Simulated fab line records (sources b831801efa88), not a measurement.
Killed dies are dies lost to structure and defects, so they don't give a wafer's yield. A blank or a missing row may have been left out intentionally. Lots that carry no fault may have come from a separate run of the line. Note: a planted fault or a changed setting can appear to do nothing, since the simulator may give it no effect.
Which tool did it? | flow sky130 | Sampling: 12 lots, 36 wafers, 5 of 708 route steps

## WHAT THE GAUGES SHOWED, per wafer
SKY_NWELL_THK_MEAS_02.
lot  | measured    | on            | NWELL_OXIDATION_THK (nm)
L703 | day 2 15:11 | film metro-01 | 10.01 9.96 10.06
L704 | day 2 18:59 | film metro-01 | 10.25 10.18 10.27
L708 | day 3 13:48 | film metro-04 | 10.05 10.14 10.14
L712 | day 4 16:04 | film metro-03 | 9.88 9.99 9.92
L713 | day 5 01:27 | film metro-04 | 10.13 9.98 10.06
L714 | day 5 08:31 | film metro-01 | 10.25 10.23 10.24
L715 | day 5 08:30 | film metro-04 | 9.96 10.00 10.12
L716 | day 5 11:50 | film metro-01 | 10.19 10.11 10.30
L717 | day 5 18:55 | film metro-01 | 9.78 9.85 9.91
L719 | day 6 02:51 | film metro-03 | 10.03 10.10 9.93
L724 | day 7 04:02 | film metro-04 | 10.33 10.09 10.32
L726 | day 7 12:57 | film metro-01 | 9.63 9.58 9.77

SKY_NWELL_RS_MEAS_29: uses a four-point probe to measure.
lot  | measured     | on            | NWELL_RS (ohm/sq)
L703 | day 5 11:05  | film metro-04 | 626.4 627.7 624.4
L704 | day 5 15:38  | film metro-03 | 625.2 623.9 625.4
L708 | day 6 10:11  | film metro-03 | 624.5 623.5 623.7
L712 | day 7 16:23  | film metro-04 | 622.8 622.8 624.1
L713 | day 8 06:00  | film metro-01 | 623.2 624.9 622.7
L714 | day 8 14:30  | film metro-01 | 640.1 639.4 642.2 641.3 642.5 643.0
L715 | day 8 14:44  | film metro-04 | 623.5 623.2 623.1
L716 | day 8 18:21  | film metro-04 | 641.0 642.4 641.1 640.5 641.9 641.5
L717 | day 9 03:14  | film metro-01 | 622.8 623.1 624.0
L719 | day 9 11:29  | film metro-04 | 625.8 624.5 624.0
L724 | day 10 17:32 | film metro-01 | 624.2 624.2 624.5
L726 | day 11 03:56 | film metro-03 | 624.8 624.8 625.7

SKY_NWELL_RS_MEAS_31: uses a four-point probe to measure.
lot  | measured     | on            | PWDE_RS (ohm/sq)
L703 | day 5 11:20  | film metro-04 | 5264 5283 5259
L704 | day 5 15:52  | film metro-03 | 5274 5270 5284
L708 | day 6 10:25  | film metro-03 | 5277 5295 5285
L712 | day 7 16:37  | film metro-04 | 5276 5276 5279
L713 | day 8 06:14  | film metro-01 | 5246 5242 5264
L714 | day 8 16:45  | film metro-01 | 5266 5264 5250
L715 | day 8 14:59  | film metro-04 | 5234 5256 5252
L716 | day 8 20:19  | film metro-04 | 5266 5252 5251
L717 | day 9 03:28  | film metro-01 | 5288 5298 5278
L719 | day 9 11:44  | film metro-04 | 5274 5270 5257
L724 | day 10 17:46 | film metro-01 | 5253 5270 5252
L726 | day 11 04:10 | film metro-03 | 5294 5287 5292

## EACH LOT AND THE TOOL THAT RAN IT (in order: tool; ch and the chambers of the sampled wafers; start)
lot  | SKY_FIELD_ISO_ETCH_15             | SKY_NWELL_IMPLANT_13
L703 | rie diel-04 ch 0,2,3, day 2 06:44 | implanter-02 ch 0, day 4 17:43
L704 | rie diel-04 ch 0,1,2, day 2 08:41 | implanter-02 ch 0, day 4 21:22
L708 | rie diel-04 ch 1,3, day 3 06:56   | implanter-01 ch 0, day 5 16:07
L712 | rie diel-01 ch 0,1, day 4 04:08   | implanter-02 ch 0, day 6 19:43
L713 | rie diel-03 ch 0,1,3, day 4 08:14 | implanter-02 ch 0, day 7 09:14
L714 | rie diel-03 ch 0,1,3, day 4 16:15 | implanter-01 ch 0, day 7 16:57
L715 | rie diel-03 ch 0,2,3, day 4 20:18 | implanter-04 ch 0, day 7 17:16
L716 | rie diel-03 ch 2,3, day 4 23:38   | implanter-01 ch 0, day 7 21:27
L717 | rie diel-01 ch 0,1,2, day 5 07:08 | implanter-02 ch 0, day 8 05:28
L719 | rie diel-04 ch 0,1,2, day 5 19:08 | implanter-04 ch 0, day 8 14:43
L724 | rie diel-03 ch 0,2,3, day 6 20:30 | implanter-02 ch 0, day 9 17:46
L726 | rie diel-03 ch 0,1,2, day 7 04:53 | implanter-04 ch 0, day 10 03:55
- SKY_FIELD_ISO_ETCH_15: etches the open film in CHF3/O2, stops on Si, target depth 180 nm, time 72 s.
- SKY_NWELL_IMPLANT_13

## WHAT THE TOOLS THEMSELVES READ (means of the sampled wafers that have a number; where no wafer has one, the mark that the record gives instead)
SKY_FIELD_ISO_ETCH_15.
lot  | tool        | drypump motor current A (A) | oes product au (a.u.) | throttle valve pct (%)
L703 | rie diel-04 | 5.8                         | 0.938                 | 8.840
L704 | rie diel-04 | 5.6                         | 0.956                 | 8.851
L708 | rie diel-04 | 5.8                         | 0.936                 | 8.830
L712 | rie diel-01 | 6.2                         | 0.954                 | 8.850
L713 | rie diel-03 | 5.3                         | 0.942                 | 8.841
L714 | rie diel-03 | 5.3                         | 0.948                 | 8.855
L715 | rie diel-03 | 5.6                         | 0.946                 | 8.850
L716 | rie diel-03 | 5.7                         | 0.955                 | 8.856
L717 | rie diel-01 | 6.1                         | 0.951                 | 8.856
L719 | rie diel-04 | 5.7                         | 0.954                 | 8.851
L724 | rie diel-03 | 5.6                         | 0.946                 | 8.847
L726 | rie diel-03 | 5.3                         | 0.943                 | 8.851

SKY_NWELL_IMPLANT_13.
lot  | tool         | dose ions cm2 | faraday current uA
L703 | implanter-02 | 7e+11         | 3.96
L704 | implanter-02 | 7e+11         | 3.94
L708 | implanter-01 | 7e+11         | 3.94
L712 | implanter-02 | 7e+11         | 3.92
L713 | implanter-02 | 7e+11         | 3.92
L714 | implanter-01 | 3e+11         | 1.45
L715 | implanter-04 | 7e+11         | 3.94
L716 | implanter-01 | 3e+11         | 1.45
L717 | implanter-02 | 7e+11         | 3.98
L719 | implanter-04 | 7e+11         | 3.96
L724 | implanter-02 | 7e+11         | 4.00
L726 | implanter-04 | 7e+11         | 3.96

## THE ANSWER, worked out from the rows above alone
Rule: what is usual is taken from the lots themselves. Put in order of their means at a reading, lots are off if they are a third of the lots or fewer, leave a main group of 4 or more, and stand apart from it by a gap of 3 or more times the standard deviation of the main group's means; of several such gaps the widest counts. A main group is skipped when, at the precision printed for the reading in the tables above, its means are all equal. Also off: a lot with no number at a reading for which 4 or more lots have one. Where the step has rows for the other lots, those lots are counted as sound. First the gauges in route order, then the tools' own readings, where a lot's mean is used as printed above. The first step at which some lot is off is used, and at that step the reading that is off furthest; a lot without a number counts as furthest.
Off: at SKY_NWELL_RS_MEAS_29 (NWELL_RS), L714, L716. The main group: mean 624.2 ohm/sq, standard deviation 0.92.
If a tool, at a process step before that reading, ran all the lots that are off and no sound lot after the first of them, it fits. The gauges at SKY_NWELL_RS_MEAS_29 aren't tried: what is off there is off at SKY_NWELL_IMPLANT_13 too, on other tools, and a gauge's error can't cause that. One candidate fits, namely implanter-01 at SKY_NWELL_IMPLANT_13. Its last sound lot is L708 (day 5 16:07), its first lot that is off L714 (day 7 16:57): a fault that began between those two fits.
The tool's own readings at SKY_NWELL_IMPLANT_13 bear it out: on the lots that are off they differ by more than 5 times the standard deviation of the sound lots' means. dose ions cm2 reads 3e+11 there against 7e+11 on the sound lots; faraday current uA reads 1.45 there against 3.95 on the sound lots.

## WHAT WAS PUT IN BY THE SIMULATOR
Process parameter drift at SKY_NWELL_IMPLANT_13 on implanter-01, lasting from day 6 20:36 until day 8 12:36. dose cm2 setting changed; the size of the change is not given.
Struck lots among those shown: L714, L716. The same result came from the rule above.
